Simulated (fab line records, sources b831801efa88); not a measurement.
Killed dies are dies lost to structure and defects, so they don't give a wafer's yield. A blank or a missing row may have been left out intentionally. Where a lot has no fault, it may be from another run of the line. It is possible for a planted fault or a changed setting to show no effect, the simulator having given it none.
fab line records + flow sky130
record:
- lots: 6
- wafers: 18
- last-day: 50
route steps=708 shown METAL2@504 VIA2@507
lots that met no fault: from a run of the same line without faults
start-h: hours from the record's opening day to when the first of the lot's shown wafers began + wait-h: hours from the lot's prior step to this one + " same as the row above + L1.1+2: a row that stands for several wafers + - no value present, or no start provided + * or withheld: withheld + < > ~ a bound
route shown NAME@n: names a module that has steps shown in the file, with the first one's number in the route + usual: average and standard deviation across the fault-free wafers + same: alike in all rows + chamber/n: place in a boat + sites: per-site readings + _std_site: how widely they spread, as a standard deviation + _edge_site: outer sites' mean less inner sites' + radius-mm: how far each site lies from the wafer's centre + mask NAME#n: copy n + behind: the most recent tool/chamber to have shaped the wafer + hold: what put the lot on hold/how long, in hours/how the hold closed + device: whichever transistor did not switch (one of n, p or np) + end of line: the same wafers' tests at the end of the route + a step with no rows: only its recipe + killed: at the first sort, the dies lost to defects and structure; wafer yield is something else + map: shows each die of a wafer: x if killed, . if not, _ if none is there
set.NAME: setting as actually run; set.NAME@STEP: the setting as run at that earlier step + model.NAME: the simulator's own value behind a step, which no gauge read
lots at some steps of the route; a table a step, a row a wafer
services: a tool's chamber out of use, with start hour (start-h, from the record's first day; less than 0 if before it), hours out, and reason
== steps ==
step: SKY_METAL2_STRIP_21
recipe:
- chemistry: post-etch-residue-remover
- time-s: 1200
- temp-c: 72.5
step: SKY_METAL2_CLEAN_22
recipe:
- chemistry: IPA
- time-s: 180
- temp-c: 25
step: SKY_METAL2_CLEAN_23
recipe:
- chemistry: O3/DIW
- dry: n2-spin
step: SKY_VIA2_HDPCVD_00
recipe:
- material: SiO2
- target-thk-nm: 1180
- sigma-open-frac: 0.3
- time-s: 196.7
- temp-c: 400
- sih4-flow-sccm: 60
- pressure-mtorr: 6
step: SKY_VIA2_THK_MEAS_01
recipe:
- reads: SiO2_of_VIA2_HDPCVD_00
usual:
- VIA2_HDPCVD_THK: 1191/13
| lot.wafer | tool          | chamber | start-h | wait-h | VIA2_HDPCVD_THK[nm] |
|-----------|---------------|---------|---------|--------|---------------------|
| L189.2    | film-metro-02 | -       | 890.16  | 0.1    | 1170                |
| L189.5    | "             | -       | "       | "      | 1185                |
| L189.6    | "             | -       | "       | "      | 1194                |
| L193.1    | film-metro-04 | -       | 915.79  | 0.1    | 1182                |
| L193.2    | "             | -       | "       | "      | 1206                |
| L193.5    | "             | -       | "       | "      | 1180                |
| L198.1    | film-metro-02 | -       | 954.37  | 0.1    | 1171                |
| L198.3    | "             | -       | "       | "      | 1182                |
| L198.4    | "             | -       | "       | "      | 1176                |
| L200.1    | film-metro-04 | -       | 967.04  | 0.1    | 1187                |
| L200.5    | "             | -       | "       | "      | 1174                |
| L200.6    | "             | -       | "       | "      | 1170                |
| L201.1    | film-metro-04 | -       | 973.90  | 0.1    | 1182                |
| L201.3    | "             | -       | "       | "      | 1175                |
| L201.4    | "             | -       | "       | "      | 1186                |
| L202.1    | film-metro-02 | -       | 976.50  | 0.1    | 1193                |
| L202.2    | "             | -       | "       | "      | 1167                |
| L202.3    | "             | -       | "       | "      | 1205                |
step: SKY_VIA2_CMP_02
recipe:
- material: SiO2
- down-force-psi: 4
- platen-rpm: 60
- pad-velocity-m-s: 0.94248
usual:
- edge-zone-pressure-frac: 1.000/0.0049
- motor-current-A: 12.1/1.3
- retaining-ring-pressure-frac: 1.000/0.0053
- slurry-filter-dp-kPa: 13.51/0.14
- slurry-flow-ml-min: 150.0/0.48
| lot.wafer | tool   | chamber | start-h | wait-h | edge-zone-pressure-frac | motor-current-A | retaining-ring-pressure-frac | slurry-filter-dp-kPa | slurry-flow-ml-min |
|-----------|--------|---------|---------|--------|-------------------------|-----------------|------------------------------|----------------------|--------------------|
| L189.2    | cmp-02 | 2       | 890.31  | 0.1    | 0.996                   | 11.5            | 0.996                        | 13.41                | 150.1              |
| L189.5    | "      | 0       | "       | "      | 1.000                   | 11.9            | 1.007                        | 13.54                | 149.8              |
| L189.6    | "      | 1       | "       | "      | 1.001                   | 12.0            | 1.001                        | 13.61                | 150.6              |
| L193.2    | cmp-01 | 3       | 915.90  | 0.1    | 0.996                   | 10.1            | 1.001                        | 13.12                | 150.2              |
| L193.1    | "      | 1       | "       | "      | 0.997                   | 13.1            | 1.009                        | 13.73                | 149.2              |
| L193.5    | "      | 3       | "       | "      | 0.998                   | 9.8             | 1.006                        | 13.33                | 150.2              |
| L198.1    | cmp-02 | 0       | 954.43  | 0.1    | 0.993                   | 11.6            | 1.001                        | 13.62                | 149.5              |
| L198.3    | "      | 1       | "       | "      | 1.003                   | 13.4            | 1.008                        | 13.44                | 150.4              |
| L198.4    | "      | 3       | "       | "      | 1.009                   | 12.8            | 0.997                        | 13.63                | 150.4              |
| L200.1    | cmp-02 | 3       | 967.20  | 0.1    | 0.992                   | 12.5            | 0.996                        | 13.70                | 149.8              |
| L200.6    | "      | 1       | "       | "      | 1.004                   | 13.0            | 0.997                        | 13.51                | 150.3              |
| L200.5    | "      | 2       | "       | "      | 1.004                   | 11.8            | 1.010                        | 13.23                | 150.0              |
| L201.4    | cmp-02 | 3       | 973.96  | 0.0    | 1.000                   | 11.8            | 1.011                        | 13.48                | 149.7              |
| L201.3    | "      | 1       | "       | "      | 1.010                   | 12.6            | 1.005                        | 13.51                | 150.2              |
| L201.1    | "      | 2       | "       | "      | 0.997                   | 11.9            | 1.009                        | 13.59                | 150.8              |
| L202.3    | cmp-01 | 3       | 976.56  | 0.0    | 1.005                   | 9.6             | 1.002                        | 13.73                | 150.1              |
| L202.1    | "      | 0       | "       | "      | 0.991                   | 14.0            | 0.996                        | 13.74                | 150.2              |
| L202.2    | "      | 2       | "       | "      | 0.998                   | 11.6            | 1.007                        | 13.58                | 150.0              |
step: SKY_VIA2_BOW_MEAS_03
recipe:
- mode: bow
usual:
- VIA2_BOW: 86/8.1
| lot.wafer | tool          | chamber | start-h | wait-h | VIA2_BOW[um] |
|-----------|---------------|---------|---------|--------|--------------|
| L189.2    | film-metro-02 | -       | 890.53  | 0.2    | 73           |
| L189.5    | "             | -       | "       | "      | 82           |
| L189.6    | "             | -       | "       | "      | 78           |
| L193.1    | film-metro-02 | -       | 916.15  | 0.1    | 85           |
| L193.2    | "             | -       | "       | "      | 91           |
| L193.5    | "             | -       | "       | "      | 75           |
| L198.1    | film-metro-01 | -       | 954.73  | 0.2    | 90           |
| L198.3    | "             | -       | "       | "      | 97           |
| L198.4    | "             | -       | "       | "      | 97           |
| L200.1    | film-metro-04 | -       | 967.40  | 0.1    | 91           |
| L200.5    | "             | -       | "       | "      | 100          |
| L200.6    | "             | -       | "       | "      | 105          |
| L201.1    | film-metro-02 | -       | 974.26  | 0.1    | 85           |
| L201.3    | "             | -       | "       | "      | 73           |
| L201.4    | "             | -       | "       | "      | 74           |
| L202.1    | film-metro-04 | -       | 976.86  | 0.2    | 82           |
| L202.2    | "             | -       | "       | "      | 88           |
| L202.3    | "             | -       | "       | "      | 108          |
step: SKY_VIA2_DEHYDRATE_04
recipe:
- temp-c: 200
- time-s: 60
step: SKY_VIA2_HMDS_05
recipe:
- prime-time-s: 60
- prime-temp-c: 120
step: SKY_VIA2_COAT_06
recipe:
- resist: BARC
- temp-c: withheld
- time-s: withheld
- spin-rpm: 3000
- resist-thk-nm: 60
step: SKY_VIA2_COAT_07
recipe:
- resist: KrF-thick
- spin-rpm: 3000
- resist-thk-nm: 450
step: SKY_VIA2_SOFTBAKE_08
recipe:
- temp-c: 100
- time-s: 90
- resist: KrF-thick
step: SKY_VIA2_EXPOSE_09
recipe:
- mask-id: VIM2
- na: 0.8
- source-shape: annular
- sigma-inner: 0.55
- sigma-outer: 0.85
- target-cd-nm: 200
- dose-mj: 38
usual:
- exposure-dose-mJ-cm2: 38.00/0.039
same:
- sigma-outer: 0.85
| lot.wafer | tool           | chamber | start-h | wait-h | mask   | exposure-dose-mJ-cm2 |
|-----------|----------------|---------|---------|--------|--------|----------------------|
| L189.2    | krf-scanner-01 | 0       | 903.73  | -      | VIM2#0 | 38.02                |
| L189.5    | "              | 0       | "       | "      | VIM2#0 | 38.06                |
| L189.6    | "              | 0       | "       | "      | VIM2#0 | 38.05                |
| L193.1    | krf-scanner-01 | 0       | 929.33  | -      | VIM2#0 | 37.98                |
| L193.2    | "              | 0       | "       | "      | VIM2#0 | 38.02                |
| L193.5    | "              | 0       | "       | "      | VIM2#0 | 38.04                |
| L198.1    | krf-scanner-01 | 0       | 966.76  | -      | VIM2#0 | 40.30                |
| L198.3    | "              | 0       | "       | "      | VIM2#0 | 40.32                |
| L198.4    | "              | 0       | "       | "      | VIM2#0 | 40.21                |
| L200.1    | krf-scanner-01 | 0       | 979.51  | -      | VIM2#0 | 41.09                |
| L200.5    | "              | 0       | "       | "      | VIM2#0 | 41.05                |
| L200.6    | "              | 0       | "       | "      | VIM2#0 | 41.08                |
| L201.1    | krf-scanner-02 | 0       | 986.26  | -      | VIM2#0 | 38.02                |
| L201.3    | "              | 0       | "       | "      | VIM2#0 | 37.98                |
| L201.4    | "              | 0       | "       | "      | VIM2#0 | 37.99                |
| L202.1    | krf-scanner-02 | 0       | 988.26  | -      | VIM2#0 | 37.99                |
| L202.2    | "              | 0       | "       | "      | VIM2#0 | 38.01                |
| L202.3    | "              | 0       | "       | "      | VIM2#0 | 37.97                |
step: SKY_VIA2_PEB_10
recipe:
- peb-temp-c: withheld
- peb-time-s: withheld
- resist: KrF-thick
step: SKY_VIA2_DEVELOP_11
recipe:
- develop-time-s: 60
- resist: KrF-thick
- dev-temp-c: 21
step: SKY_VIA2_CD_MEAS_12
recipe:
- target-cd-nm: 200
usual:
- cd-nm: 200.1/1.2
| lot.wafer | tool      | chamber | start-h | wait-h | cd-nm |
|-----------|-----------|---------|---------|--------|-------|
| L189.2    | cd-sem-02 | -       | 916.30  | -      | 198.4 |
| L189.5    | "         | -       | "       | "      | 199.6 |
| L189.6    | "         | -       | "       | "      | 200.6 |
| L193.1    | cd-sem-01 | -       | 940.86  | -      | 200.1 |
| L193.2    | "         | -       | "       | "      | 201.1 |
| L193.5    | "         | -       | "       | "      | 200.2 |
| L198.1    | cd-sem-02 | -       | 978.41  | -      | 176.9 |
| L198.3    | "         | -       | "       | "      | 175.8 |
| L198.4    | "         | -       | "       | "      | 135.3 |
| L200.1    | cd-sem-01 | -       | 991.11  | -      | 180.7 |
| L200.5    | "         | -       | "       | "      | 203.8 |
| L200.6    | "         | -       | "       | "      | 178.5 |
| L201.1    | cd-sem-02 | -       | 998.11  | -      | 199.5 |
| L201.3    | "         | -       | "       | "      | 198.2 |
| L201.4    | "         | -       | "       | "      | 198.6 |
| L202.1    | cd-sem-02 | -       | 1000.26 | -      | 200.5 |
| L202.2    | "         | -       | "       | "      | 199.2 |
| L202.3    | "         | -       | "       | "      | 200.1 |
step: SKY_VIA2_OVL_MEAS_13
usual:
- VIA2_OVL: -1/6.4
| lot.wafer | tool       | chamber | start-h | wait-h | VIA2_OVL[nm] |
|-----------|------------|---------|---------|--------|--------------|
| L189.2    | overlay-02 | -       | 916.41  | 0.1    | -6           |
| L189.5    | "          | -       | "       | "      | -2           |
| L189.6    | "          | -       | "       | "      | -6           |
| L193.1    | overlay-01 | -       | 940.98  | 0.1    | 0            |
| L193.2    | "          | -       | "       | "      | -4           |
| L193.5    | "          | -       | "       | "      | 3            |
| L198.1    | overlay-01 | -       | 978.53  | 0.1    | -7           |
| L198.3    | "          | -       | "       | "      | -10          |
| L198.4    | "          | -       | "       | "      | -12          |
| L200.1    | overlay-02 | -       | 991.23  | 0.1    | -3           |
| L200.5    | "          | -       | "       | "      | -7           |
| L200.6    | "          | -       | "       | "      | 0            |
| L201.1    | overlay-02 | -       | 998.23  | 0.1    | 4            |
| L201.3    | "          | -       | "       | "      | 3            |
| L201.4    | "          | -       | "       | "      | 11           |
| L202.1    | overlay-02 | -       | 1000.38 | 0.1    | 2            |
| L202.2    | "          | -       | "       | "      | 3            |
| L202.3    | "          | -       | "       | "      | 5            |
step: SKY_VIA2_ETCH_14
recipe:
- chemistry: N2/H2
- target: BARC
- ion-energy-ev: 200
- source-w: 500
- bias-w: 100
- pressure-mtorr: 30
- n2-flow-sccm: 100
- h2-flow-sccm: 200
- stop-on: SiO2
- time-s: 45.9
- target-depth-a: 600
usual:
- drypump-motor-current-A: 5.5/0.44
- oes-product-au: 0.854/0.0048
- throttle-valve-pct: 13.225/0.01
| lot.wafer | tool        | chamber | start-h | wait-h | drypump-motor-current-A | oes-product-au | rf-hours-counter-h | throttle-valve-pct | model.VIA2.cd-nm |
|-----------|-------------|---------|---------|--------|-------------------------|----------------|--------------------|--------------------|------------------|
| L189.2    | rie-diel-04 | 2       | 916.44  | 0.0    | 6.2                     | 0.846          | 16                 | 13.240             | 199.2            |
| L189.5    | "           | 0       | "       | "      | 5.8                     | 0.853          | -                  | 13.226             | 200.4            |
| L189.6    | "           | 1       | "       | "      | 5.5                     | 0.853          | -                  | 13.214             | 201.6            |
| L193.1    | rie-diel-03 | 0       | 941.01  | 0.0    | 5.8                     | 0.855          | 9                  | 13.222             | 199.3            |
| L193.2    | "           | 2       | "       | "      | 5.9                     | 0.850          | 14                 | 13.211             | 201.3            |
| L193.5    | "           | 1       | "       | "      | 4.9                     | 0.840          | -                  | 13.242             | 201              |
| L198.1    | rie-diel-01 | 3       | 978.56  | 0.0    | 6.2                     | 0.854          | 23                 | 13.202             | 176.7            |
| L198.3    | "           | 2       | "       | "      | 5.9                     | 0.859          | 11                 | 13.221             | 176              |
| L198.4    | "           | 0       | "       | "      | 5.0                     | 0.857          | 20                 | 13.233             | 136.2            |
| L200.1    | rie-diel-03 | 1       | 991.26  | 0.0    | 4.9                     | 0.853          | 9                  | 13.233             | 180.9            |
| L200.5    | "           | 3       | "       | "      | 5.3                     | 0.854          | -                  | 13.222             | 204.3            |
| L200.6    | "           | 0       | "       | "      | 5.8                     | 0.861          | -                  | 13.214             | 177.8            |
| L201.1    | rie-diel-04 | 0       | 998.26  | 0.0    | 5.8                     | 0.859          | 9                  | 13.204             | 200.5            |
| L201.3    | "           | 1       | "       | "      | 5.5                     | 0.852          | 20                 | 13.230             | 199.3            |
| L201.4    | "           | 3       | "       | "      | 4.9                     | 0.857          | 5                  | 13.237             | 197.3            |
| L202.1    | rie-diel-03 | 0       | 1000.42 | 0.0    | 5.8                     | 0.855          | 10                 | 13.237             | 199.8            |
| L202.2    | "           | 2       | "       | "      | 5.9                     | 0.858          | 16                 | 13.235             | 198.6            |
| L202.3    | "           | 3       | "       | "      | 5.3                     | 0.853          | 6                  | 13.223             | 200.9            |
step: SKY_VIA2_ETCH_15
recipe:
- target: SiO2
- chemistry: C4F8/O2/Ar
- target-depth-nm: 546
- stop-on: TiN
- mask-material: KrF-thick
- source-w: 1500
- bias-w: 1200
- pressure-mtorr: 40
- c4f8-flow-sccm: withheld
- O2_flow_sccm: 6
- Ar_flow_sccm: 300
- time-s: 84
usual:
- oes-product-au: 0.939/0.0046
| lot.wafer | tool        | chamber | start-h | wait-h | oes-product-au | rf-hours-counter-h | model.VIA2.cd-nm |
|-----------|-------------|---------|---------|--------|----------------|--------------------|------------------|
| L189.2    | rie-diel-04 | 2       | 916.48  | 0.0    | 0.940          | 16                 | 206.2            |
| L189.5    | "           | 0       | "       | "      | 0.943          | -                  | 198              |
| L189.6    | "           | 1       | "       | "      | 0.944          | -                  | 207.4            |
| L193.1    | rie-diel-03 | 0       | 941.06  | 0.0    | 0.939          | 9                  | 203.3            |
| L193.2    | "           | 2       | "       | "      | 0.932          | 14                 | 208.5            |
| L193.5    | "           | 1       | "       | "      | 0.947          | -                  | 209              |
| L198.1    | rie-diel-01 | 3       | 978.61  | 0.0    | 0.938          | 23                 | 185.1            |
| L198.3    | "           | 2       | "       | "      | 0.943          | 11                 | 176.2            |
| L198.4    | "           | 0       | "       | "      | 0.942          | 20                 | 133.3            |
| L200.1    | rie-diel-03 | 1       | 991.31  | 0.0    | 0.937          | 9                  | 186.2            |
| L200.5    | "           | 3       | "       | "      | 0.936          | -                  | 206              |
| L200.6    | "           | 0       | "       | "      | 0.940          | -                  | 178.4            |
| L201.1    | rie-diel-04 | 0       | 998.31  | 0.0    | 0.939          | 9                  | 201.9            |
| L201.3    | "           | 1       | "       | "      | 0.940          | 20                 | 206.5            |
| L201.4    | "           | 3       | "       | "      | 0.934          | 5                  | 195.1            |
| L202.1    | rie-diel-03 | 0       | 1000.46 | 0.0    | 0.929          | 10                 | 201.4            |
| L202.2    | "           | 2       | "       | "      | 0.942          | 16                 | 201.9            |
| L202.3    | "           | 3       | "       | "      | 0.941          | 6                  | 202.7            |
step: SKY_VIA2_STRIP_16
recipe:
- chemistry: O2/N2
- power-w: 1400
- pressure-mtorr: 1500
- platen-temp-c: withheld
- o2-flow-sccm: 3000
- n2-flow-sccm: 300
- overash-fraction: 0.5
usual:
- drypump-motor-current-A: 5.8/0.39
- oes-product-au: 0.399/0.0046
- strip-time-to-endpoint-s: 4.06/0.032
| lot.wafer | tool            | chamber | start-h | wait-h | drypump-motor-current-A | oes-product-au | rf-hours-counter-h | strip-time-to-endpoint-s |
|-----------|-----------------|---------|---------|--------|-------------------------|----------------|--------------------|--------------------------|
| L189.2    | plasma-asher-04 | 0       | 916.54  | 0.0    | 5.9                     | 0.395          | 113                | 4.05                     |
| L189.5    | "               | 0       | "       | "      | 6.0                     | 0.398          | -                  | 4.04                     |
| L189.6    | "               | 1       | "       | "      | 5.6                     | 0.402          | -                  | 4.03                     |
| L193.1    | plasma-asher-04 | 1       | 941.12  | 0.0    | 5.7                     | 0.399          | 115                | 4.05                     |
| L193.2    | "               | 0       | "       | "      | 5.9                     | 0.394          | 115                | 4.05                     |
| L193.5    | "               | 1       | "       | "      | 5.6                     | 0.397          | -                  | 4.03                     |
| L198.1    | plasma-asher-04 | 1       | 978.67  | 0.0    | 5.6                     | 0.404          | 118                | 4.06                     |
| L198.3    | "               | 0       | "       | "      | 5.9                     | 0.399          | -                  | 4.09                     |
| L198.4    | "               | 1       | "       | "      | 5.6                     | 0.393          | -                  | 4.08                     |
| L200.1    | plasma-asher-04 | 1       | 991.37  | 0.0    | 5.6                     | 0.392          | 120                | 4.00                     |
| L200.5    | "               | 0       | "       | "      | 6.0                     | 0.392          | -                  | 3.99                     |
| L200.6    | "               | 1       | "       | "      | 5.6                     | 0.386          | -                  | 4.03                     |
| L201.1    | plasma-asher-02 | 1       | 998.37  | 0.0    | 5.0                     | 0.399          | 59                 | 4.04                     |
| L201.3    | "               | 1       | "       | "      | 5.0                     | 0.390          | -                  | 4.01                     |
| L201.4    | "               | 0       | "       | "      | 6.0                     | 0.403          | -                  | 4.04                     |
| L202.1    | plasma-asher-03 | 1       | 1000.52 | 0.0    | 5.9                     | 0.393          | 84                 | 4.03                     |
| L202.2    | "               | 0       | "       | "      | 6.3                     | 0.392          | 84                 | 4.11                     |
| L202.3    | "               | 1       | "       | "      | 5.9                     | 0.404          | -                  | 4.03                     |
== services ==
| tool            | chamber | start-h | hours | kind                           |
|-----------------|---------|---------|-------|--------------------------------|
| krf-scanner-01  | -       | 867.68  | 1.0   | pm                             |
| krf-scanner-01  | -       | 870.42  | 1.3   | pm                             |
| krf-scanner-02  | -       | 879.87  | 0.8   | pm                             |
| rie-diel-04     | 1       | 882.73  | 1.8   | repair                         |
| rie-diel-04     | -       | 891.03  | 0.4   | repair                         |
| krf-scanner-02  | -       | 905.71  | 4.0   | pm                             |
| cmp-02          | -       | 911.36  | 7.0   | pm                             |
| cmp-02          | -       | 918.36  | 5.7   | pm                             |
| rie-diel-04     | 3       | 923.91  | 3.2   | repair                         |
| cmp-02          | -       | 924.04  | 4.0   | pm                             |
| cmp-01          | -       | 928.04  | 5.0   | pm                             |
| cmp-02          | -       | 928.04  | -     | consumable-replace:conditioner |
| cmp-02          | -       | 928.04  | -     | consumable-replace:pad         |
| krf-scanner-02  | -       | 928.78  | 1.3   | pm                             |
| krf-scanner-02  | -       | 933.87  | 0.8   | pm                             |
| rie-diel-04     | -       | 938.56  | 2.6   | repair                         |
| plasma-asher-04 | -       | 945.25  | 3.0   | repair                         |
| rie-diel-03     | -       | 947.44  | 4.3   | pm                             |
| plasma-asher-04 | -       | 947.79  | 2.3   | repair                         |
| rie-diel-04     | 1       | 973.76  | 4.8   | repair                         |
| rie-diel-03     | 3       | 975.54  | 5.2   | repair                         |
| krf-scanner-02  | -       | 988.92  | 1.0   | pm                             |
| rie-diel-04     | 2       | 989.84  | 5.2   | repair                         |
== key ==
first-sign:
- step: SKY_VIA2_EXPOSE_09
- reading: exposure-dose-mJ-cm2
- direction: up
- sigmas: 69
- usual: *
- struck: *
effect:
- step: SKY_VIA2_CD_MEAS_12
- reading: cd-nm
- direction: down
- sigmas: 21
- usual: 200.1
- struck: 175.2
- through: control-loop
model-effect:
- step: SKY_VIA2_ETCH_14
- value: VIA2.cd-nm
- without: 199.5
- struck: 175.3
model-effect:
- step: SKY_VIA2_ETCH_15
- value: VIA2.cd-nm
- without: 201.7
- struck: 177.5
met-at SKY_VIA2_EXPOSE_09
struck-wafers L198.1,L198.3,L198.4,L200.1,L200.5,L200.6
later-rows-left-out L198.4
sort-left-out L198.1,L198.3,L198.4,L200.1,L200.5,L200.6
loop-trim:
- step: SKY_VIA2_EXPOSE_09
- setting: dose
- lots: L198,L200
onset-between 929.33 966.76
fault:
- kind: process-parameter-drift
- tool: krf-scanner-01
- chamber: -
- onset-h: 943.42
- steps: SKY_VIA2_EXPOSE_09
- channel: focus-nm
- offset: 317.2
- spread-by-wafer: 0.3
- shape: step
sort-left-out: the simulated sort isn't trusted on such a fault, so these wafers' sort isn't shown, and their yield isn't known
later-rows-left-out: the simulator's readings of these wafers behind a module that went badly wrong aren't trusted and aren't shown, but for the sort
loop-trim: a control loop set the setting to another value than it would have without faults
